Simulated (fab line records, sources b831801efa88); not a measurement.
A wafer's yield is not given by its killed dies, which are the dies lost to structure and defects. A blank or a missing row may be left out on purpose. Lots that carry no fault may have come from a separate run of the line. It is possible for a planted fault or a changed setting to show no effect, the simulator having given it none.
One fault seen from 2 desks -- flow sky130 -- only its own numbers are on each desk; what lay behind them is given at the end

## THE TOOL OWNER'S DESK: lpcvd-03
The tool's own readings at SKY_SONOS_ONO_CVD_04 (deposits SiO2 from SiH4/N2O, target thk 5.7199 nm): means of the sampled wafers that have a number, for each lot that ran on this tool. Any lot whose mean is over 4 standard deviations away from the usual mean is out of limits and marked OUT; that distance is given in the brackets.
Columns: A = spikeTcBottomC at SKY_SONOS_ONO_CVD_04, usual 915.8 C; B = spikeTcCentreC at SKY_SONOS_ONO_CVD_04, usual 900.5 C; C = spikeTcLowerC at SKY_SONOS_ONO_CVD_04, usual 900.2 C; D = spikeTcTopC at SKY_SONOS_ONO_CVD_04, usual 911.0 C; E = spikeTcUpperC at SKY_SONOS_ONO_CVD_04, usual 900.1 C; F = susceptorTempC at SKY_SONOS_ONO_CVD_04, usual 899.9 C; G = zonePowerTopPct at SKY_SONOS_ONO_CVD_04, usual 34.1 %
lot,first seen here,A,B,C,D,E,F,G
L537,day 11 16:23,918.1,900.7,901.5,907.6,899.7,899.9,35.5
L538,day 12 02:17,914.3,900.1,898.7,912.8,900.0,900.1,33.4
L539,day 12 12:53,915.4,900.5,898.9,913.5,899.6,900.2,33.7
L541,day 13 03:55,913.9,900.7,900.4,913.1,899.2,899.5,33.5
L542,day 13 17:59,915.0,900.6,899.3,912.9,899.7,900.2,33.5
L544,day 14 03:39,914.4,900.5,899.1,912.4,900.0,899.9,33.5
L548,day 15 08:40,942.8 (+15) OUT,928.3 (+28) OUT,927.4 (+19) OUT,941.2 (+10) OUT,927.8 (+25) OUT,927.9 (+74) OUT,35.1
L549,day 15 19:43,941.4 (+14) OUT,930.0 (+29) OUT,927.4 (+19) OUT,940.7 (+9.9) OUT,928.1 (+25) OUT,927.8 (+73) OUT,35.4
L550,day 16 10:44,942.2 (+15) OUT,928.0 (+28) OUT,927.5 (+19) OUT,940.0 (+9.7) OUT,927.9 (+25) OUT,928.3 (+75) OUT,35.4
L557,day 18 17:10,917.3,901.0,902.6,908.2,900.5,900.3,35.0
L559,day 19 00:38,917.3,901.4,901.9,907.3,901.7,899.3,34.7
L558,day 19 06:35,914.7,900.5,899.3,913.0,899.9,899.9,33.7
This desk finds L548, L549, L550 out of limits, L548 being first, at day 15 08:40 (spikeTcBottomC at SKY_SONOS_ONO_CVD_04). Within limits: L537, L538, L539, L541, L542, L544, L557, L559, L558.

## METROLOGY DESK
What the gauges read, lot by lot, whatever tool the lot ran on: means of the sampled wafers that have a number. Any lot whose mean is over 4 standard deviations away from the usual mean is out of limits and marked OUT; that distance is given in the brackets.
Columns: A = PWDE_OVL at SKY_PWDE_OVL_MEAS_07, usual -0.2 nm; B = SONOS_ONO_CVD_04_THK at SKY_SONOS_ONO_THK_MEAS_05, usual 5.65 nm; C = cdNm at SKY_SD_P_CD_MEAS_07, usual 379.6 nm; D = RES_XHIGH_RS at SKY_SD_N_RS_MEAS_18, usual 333.4 ohm/sq
lot,first seen here,A,B,C,D
L537,day 4 01:23,-0.1,5.64,379.2,330.9
L538,day 4 07:53,1.8,5.53,379.7,333.4
L539,day 4 11:56,-0.7,5.59,377.0,334.5
L541,day 5 01:16,-0.1,5.74,380.4,330.8
L542,day 5 08:23,-1.0,5.69,379.8,334.9
L544,day 5 18:29,-0.3,5.84,380.2,332.9
L548,day 6 14:37,0.7,8.71 (+28) OUT,381.9,332.8
L549,day 6 20:17,-1.5,8.73 (+28) OUT,383.6,333.6
L550,day 7 05:54,0.8,8.81 (+29) OUT,381.5,334.4
L557,day 8 20:53,-2.3,5.89,378.6,334.6
L559,day 9 05:30,-0.4,5.80,380.6,335.8
L558,day 9 06:38,1.2,5.64,377.4,334.7
This desk's result: L548, L549, L550 out of limits, first on L548 (SONOS_ONO_CVD_04_THK at SKY_SONOS_ONO_THK_MEAS_05), day 15 09:55. Within limits: L537, L538, L539, L541, L542, L544, L557, L559, L558.

## TAKEN TOGETHER
The tool owner's desk could have raised an alarm at day 15 08:40, on L548, L549, L550.
The metrology desk could have raised an alarm at day 15 09:55, on L548, L549, L550.
All the named lots went through SKY_SONOS_ONO_CVD_04 on lpcvd-03.

## WHAT THE SIMULATOR HAD PUT IN
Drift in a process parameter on lpcvd-03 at SKY_SONOS_ONO_CVD_04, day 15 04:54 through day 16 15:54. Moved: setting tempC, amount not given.
Struck lots among those shown: L548, L549, L550.
Time in hours from fault onset to the first out-of-limits reading at each desk: tool owner's desk 4, metrology desk 5.
